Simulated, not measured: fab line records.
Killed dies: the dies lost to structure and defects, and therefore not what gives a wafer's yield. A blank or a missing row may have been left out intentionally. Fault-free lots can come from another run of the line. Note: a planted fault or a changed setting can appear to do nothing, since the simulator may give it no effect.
The tool behind it: which one? + flow gf180mcu + Sampling: 14 lots, 41 wafers, 3 of 602 route steps

WHAT EACH GAUGE READ, for each wafer
GF_M2_CD_MEAS_14: target cd 280 nm.
| lot  | measured     | on        | cd_nm (nm)        |
|------|--------------|-----------|-------------------|
| L140 | day 19 05:34 | cd_sem-02 | 279.3 278.8 279.8 |
| L141 | day 19 18:49 | cd_sem-02 | 280.2 280.0 277.7 |
| L143 | day 20 15:26 | cd_sem-01 | 279.2 279.9 279.8 |
| L144 | day 20 16:51 | cd_sem-01 | 279.7 281.0 280.2 |
| L145 | day 20 22:47 | cd_sem-02 | 279.6 280.1 278.5 |
| L147 | day 21 16:34 | cd_sem-02 | 281.1 281.5 279.7 |
| L148 | day 22 06:19 | cd_sem-02 | 279.1 280.0       |
| L153 | day 24 04:51 | cd_sem-01 | 276.5 277.1 277.5 |
| L156 | day 26 03:34 | cd_sem-01 | 279.4 279.0 278.8 |
| L158 | day 26 19:17 | cd_sem-01 | 279.4 277.5 279.6 |
| L159 | day 27 00:08 | cd_sem-01 | 279.1 279.0 278.1 |
| L161 | day 27 08:58 | cd_sem-01 | 279.9 281.1 279.6 |
| L162 | day 27 10:49 | cd_sem-02 | 278.9 278.1 278.9 |
| L160 | day 27 11:11 | cd_sem-01 | 280.9 281.1 281.3 |

WHICH TOOL RAN EACH LOT (tool, then ch and the chambers of the sampled wafers, then the start)
| lot  | GF_M2_SPUTTER_00             | GF_M2_SPUTTER_02             |
|------|------------------------------|------------------------------|
| L140 | pvd_sputter-01, day 18 06:14 | pvd_sputter-01, day 18 06:22 |
| L141 | pvd_sputter-03, day 18 18:37 | pvd_sputter-03, day 18 18:45 |
| L143 | pvd_sputter-01, day 19 16:18 | pvd_sputter-01, day 19 16:26 |
| L144 | pvd_sputter-04, day 19 17:23 | pvd_sputter-04, day 19 17:31 |
| L145 | pvd_sputter-04, day 19 22:53 | pvd_sputter-04, day 19 23:01 |
| L147 | pvd_sputter-04, day 20 16:22 | pvd_sputter-04, day 20 16:29 |
| L148 | pvd_sputter-04, day 21 06:04 | pvd_sputter-04, day 21 06:11 |
| L153 | pvd_sputter-04, day 23 05:53 | pvd_sputter-04, day 23 06:01 |
| L156 | pvd_sputter-01, day 25 05:43 | pvd_sputter-01, day 25 05:52 |
| L158 | pvd_sputter-04, day 25 22:17 | pvd_sputter-04, day 25 22:25 |
| L159 | pvd_sputter-03, day 26 03:28 | pvd_sputter-03, day 26 03:36 |
| L161 | pvd_sputter-04, day 26 11:59 | pvd_sputter-04, day 26 12:07 |
| L162 | pvd_sputter-04, day 26 14:12 | pvd_sputter-04, day 26 14:20 |
| L160 | pvd_sputter-01, day 26 14:23 | pvd_sputter-01, day 26 14:31 |
- GF_M2_SPUTTER_00: material Ti, target thk 37.5 nm, time 150 s.
- GF_M2_SPUTTER_02: material AlCu, target thk 450 nm, time 23.9 s.

AS READ BY THE TOOLS THEMSELVES (means over the sampled wafers that have a number; for cases with no such wafer, the mark the record gives instead)
GF_M2_SPUTTER_00.
| lot  | tool           | cathode_dc_power_W (W) | chamber_pressure_pa (Pa) | throttle_valve_pct (%) |
|------|----------------|------------------------|--------------------------|------------------------|
| L140 | pvd_sputter-01 | 3999.9                 | 1.998                    | 29.9                   |
| L141 | pvd_sputter-03 | 3999.9                 | 1.999                    | 29.5                   |
| L143 | pvd_sputter-01 | 3999.3                 | 2.002                    | 29.3                   |
| L144 | pvd_sputter-04 | 4000.9                 | 2.000                    | 31.0                   |
| L145 | pvd_sputter-04 | 4000.8                 | 2.000                    | 30.3                   |
| L147 | pvd_sputter-04 | 4000.0                 | 1.999                    | 29.8                   |
| L148 | pvd_sputter-04 | 4000.3                 | 2.000                    | 31.6                   |
| L153 | pvd_sputter-04 | 4000.0                 | 2.003                    | 30.4                   |
| L156 | pvd_sputter-01 | 4000.1                 | 1.999                    | 29.0                   |
| L158 | pvd_sputter-04 | 3999.5                 | 1.995                    | 29.9                   |
| L159 | pvd_sputter-03 | 3999.8                 | 2.001                    | 29.5                   |
| L161 | pvd_sputter-04 | 4000.0                 | 2.002                    | 29.2                   |
| L162 | pvd_sputter-04 | 4000.0                 | 2.000                    | 30.9                   |
| L160 | pvd_sputter-01 | 3999.5                 | 1.998                    | 28.3                   |

GF_M2_SPUTTER_02.
| lot  | tool           | cathode_dc_power_W (W) | chamber_pressure_pa (Pa) | throttle_valve_pct (%) |
|------|----------------|------------------------|--------------------------|------------------------|
| L140 | pvd_sputter-01 | 10600                  | 0.4002                   | 30.1                   |
| L141 | pvd_sputter-03 | 10600                  | 0.4004                   | 29.5                   |
| L143 | pvd_sputter-01 | 10599                  | 0.3998                   | 29.3                   |
| L144 | pvd_sputter-04 | 10599                  | 0.4002                   | 30.9                   |
| L145 | pvd_sputter-04 | 10600                  | 0.3998                   | 30.5                   |
| L147 | pvd_sputter-04 | 10600                  | 0.3990                   | 29.8                   |
| L148 | pvd_sputter-04 | 10598                  | 0.4001                   | 31.8                   |
| L153 | pvd_sputter-04 | 10597                  | 0.4011                   | 30.3                   |
| L156 | pvd_sputter-01 | 10601                  | 0.4006                   | 29.0                   |
| L158 | pvd_sputter-04 | 10601                  | 0.4000                   | 29.7                   |
| L159 | pvd_sputter-03 | 10601                  | 0.4001                   | 29.6                   |
| L161 | pvd_sputter-04 | 10601                  | 0.4000                   | 29.1                   |
| L162 | pvd_sputter-04 | 10603                  | 0.4003                   | 31.0                   |
| L160 | pvd_sputter-01 | 10600                  | 0.4002                   | 28.3                   |

THE ANSWER, worked out from the rows above alone
Rule: the lots themselves supply what counts as usual. The widest of any qualifying gaps counts: lots, ordered by their means at a reading, are off when they make up no more than a third of the lots, leave a main group of 4 or more, and stand apart from it by 3 or more times the standard deviation of that group's means. A main group is skipped when, at the precision printed for the reading in the tables above, its means are all equal. A lot without any number at a reading at which 4 lots or more have one is off too. The other lots that the step has rows for count as sound. The gauges are gone through in route order, then the tools' own readings, and for those a lot's mean is taken as printed above. The first step at which some lot is off is used, and at that step the reading that is off furthest; a lot without a number counts as furthest.
No lot is off at any reading shown: from this, nothing can be told.

WHAT WAS PUT IN BY THE SIMULATOR
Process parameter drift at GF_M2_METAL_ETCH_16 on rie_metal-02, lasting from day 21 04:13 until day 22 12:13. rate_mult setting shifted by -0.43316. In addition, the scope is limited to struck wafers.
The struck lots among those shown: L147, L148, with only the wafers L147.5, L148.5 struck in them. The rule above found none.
